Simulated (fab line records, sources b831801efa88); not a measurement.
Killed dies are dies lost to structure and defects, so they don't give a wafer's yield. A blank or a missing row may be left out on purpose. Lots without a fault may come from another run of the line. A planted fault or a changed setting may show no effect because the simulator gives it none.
Which tool did it? | flow gf180mcu | 14 lots, 42 wafers sampled, at 3 steps of a route of 602

WHAT THE GAUGES READ, wafer by wafer
GF_HV_LDD_TW_MEAS_23.
lot  | measured     | on            | HV_LDD_2_TW
L699 | day 10 16:30 | film_metro-02 | 1053 1047 1054
L700 | day 10 23:05 | film_metro-04 | 1045 1036 1039
L701 | day 11 08:47 | film_metro-03 | 1055 1064 1063
L702 | day 11 16:19 | film_metro-03 | 1066 1060 1056
L703 | day 12 02:02 | film_metro-02 | 1070 1055 1060
L704 | day 12 04:10 | film_metro-02 | 1064 1063 1059
L705 | day 12 08:49 | film_metro-04 | 1037 1035 1038
L706 | day 12 16:14 | film_metro-04 | 1042 1036 1041
L707 | day 12 22:59 | film_metro-03 | 1067 1061 1061
L714 | day 15 21:53 | film_metro-04 | 1036 1043 1043
L715 | day 16 07:29 | film_metro-02 | 1050 1052 1056
L716 | day 17 04:16 | film_metro-03 | 1068 1068 1066
L718 | day 17 18:50 | film_metro-02 | 1060 1058 1061
L721 | day 18 12:05 | film_metro-04 | 1046 1047 1044

GF_HV_LDD_CD_MEAS_46: target cd 400 nm.
lot  | measured     | on        | cd_nm (nm)
L699 | day 12 06:12 | cd_sem-01 | 398.8 396.0 398.8
L700 | day 12 12:56 | cd_sem-01 | 403.7 402.7 403.1
L701 | day 12 23:47 | cd_sem-02 | 396.7 397.1 395.5
L702 | day 13 07:59 | cd_sem-02 | 400.7 401.8 400.7
L703 | day 13 18:19 | cd_sem-01 | 399.5 401.0 400.1
L704 | day 13 19:28 | cd_sem-02 | 401.2 400.5 401.4
L705 | day 14 00:50 | cd_sem-01 | 398.2 400.6 399.7
L706 | day 14 07:56 | cd_sem-01 | 399.5 397.7 399.1
L707 | day 14 15:26 | cd_sem-01 | 399.0 400.1 395.8
L714 | day 17 20:05 | cd_sem-02 | 400.2 400.8 401.6
L715 | day 18 06:14 | cd_sem-01 | 400.3 400.5 397.4
L716 | day 19 02:25 | cd_sem-02 | 403.7 403.6 403.1
L718 | day 19 18:03 | cd_sem-01 | 398.1 398.4 399.9
L721 | day 20 11:59 | cd_sem-01 | 401.2 404.6 402.6

WHICH TOOL RAN EACH LOT (tool, then ch and the chambers of the sampled wafers, then the start)
lot  | GF_MVSD_EXPOSE_04
L699 | iline_stepper-01 ch 0, day 4 03:52
L700 | iline_stepper-02 ch 0, day 4 10:00
L701 | iline_stepper-02 ch 0, day 4 17:31
L702 | iline_stepper-02 ch 0, day 4 20:28
L703 | iline_stepper-02 ch 0, day 5 03:52
L704 | iline_stepper-01 ch 0, day 5 08:37
L705 | iline_stepper-01 ch 0, day 5 13:36
L706 | iline_stepper-01 ch 0, day 5 20:10
L707 | iline_stepper-01 ch 0, day 5 23:43
L714 | iline_stepper-01 ch 0, day 7 21:34
L715 | iline_stepper-01 ch 0, day 8 07:14
L716 | iline_stepper-02 ch 0, day 8 19:28
L718 | iline_stepper-02 ch 0, day 9 07:32
L721 | iline_stepper-02 ch 0, day 9 18:36
- GF_MVSD_EXPOSE_04: exposes mask MVSD, target cd 1000 nm.

WHAT THE TOOLS THEMSELVES READ (means of the sampled wafers that have a number; where no wafer has one, the mark that the record gives instead)
GF_MVSD_EXPOSE_04.
lot  | tool             | exposure_dose_mJ_cm2 | stage_vel_mm_s (mm/s)
L699 | iline_stepper-01 | 260.32               | 499.89
L700 | iline_stepper-02 | 260.24               | 499.74
L701 | iline_stepper-02 | 259.64               | 500.05
L702 | iline_stepper-02 | 259.59               | 500.14
L703 | iline_stepper-02 | 260.06               | 500.14
L704 | iline_stepper-01 | 260.20               | 499.93
L705 | iline_stepper-01 | 259.92               | 500.00
L706 | iline_stepper-01 | 260.05               | 499.69
L707 | iline_stepper-01 | 259.98               | 500.27
L714 | iline_stepper-01 | 255.83               | 500.09
L715 | iline_stepper-01 | 255.77               | 500.09
L716 | iline_stepper-02 | 260.40               | 500.24
L718 | iline_stepper-02 | 260.16               | 499.89
L721 | iline_stepper-02 | 260.00               | 499.78

THE ANSWER, worked out from the rows above alone
Rule: what is usual is taken from the lots themselves. Put in order of their means at a reading, lots are off if they are a third of the lots or fewer, leave a main group of 4 or more, and stand apart from it by a gap of 3 or more times the standard deviation of the main group's means; of several such gaps the widest counts. A main group whose means are all the same, to the digits that the tables above print for the reading, isn't used. A lot without any number at a reading at which 4 lots or more have one is off too. The other lots that the step has rows for count as sound. The gauges are gone through in route order, then the tools' own readings, and for those a lot's mean is taken as printed above. The first step at which some lot is off is used, and at that step the reading that is off furthest; a lot without a number counts as furthest.
Off: L714, L715, at GF_MVSD_EXPOSE_04 (exposure_dose_mJ_cm2). The main group: mean 260.05, standard deviation 0.24.
A tool fits if, at that step or a process step before it, it ran every lot that is off, and no sound lot after the first of them. One fits: iline_stepper-01 at GF_MVSD_EXPOSE_04. Its last sound lot is L707 (day 5 23:43), its first lot that is off L714 (day 7 21:34): a fault that began between those two fits.
The tool's own readings at GF_MVSD_EXPOSE_04 bear it out: on the lots that are off they differ by more than 5 times the standard deviation of the sound lots' means. exposure_dose_mJ_cm2 reads 255.80 there against 260.05 on the sound lots.

WHAT THE SIMULATOR HAD PUT IN
Process parameter drift: iline_stepper-01, from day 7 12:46 on, at GF_MVSD_EXPOSE_04. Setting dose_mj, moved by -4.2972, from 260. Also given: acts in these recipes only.
Lots struck among those shown: L714, L715. The rule above found the same.
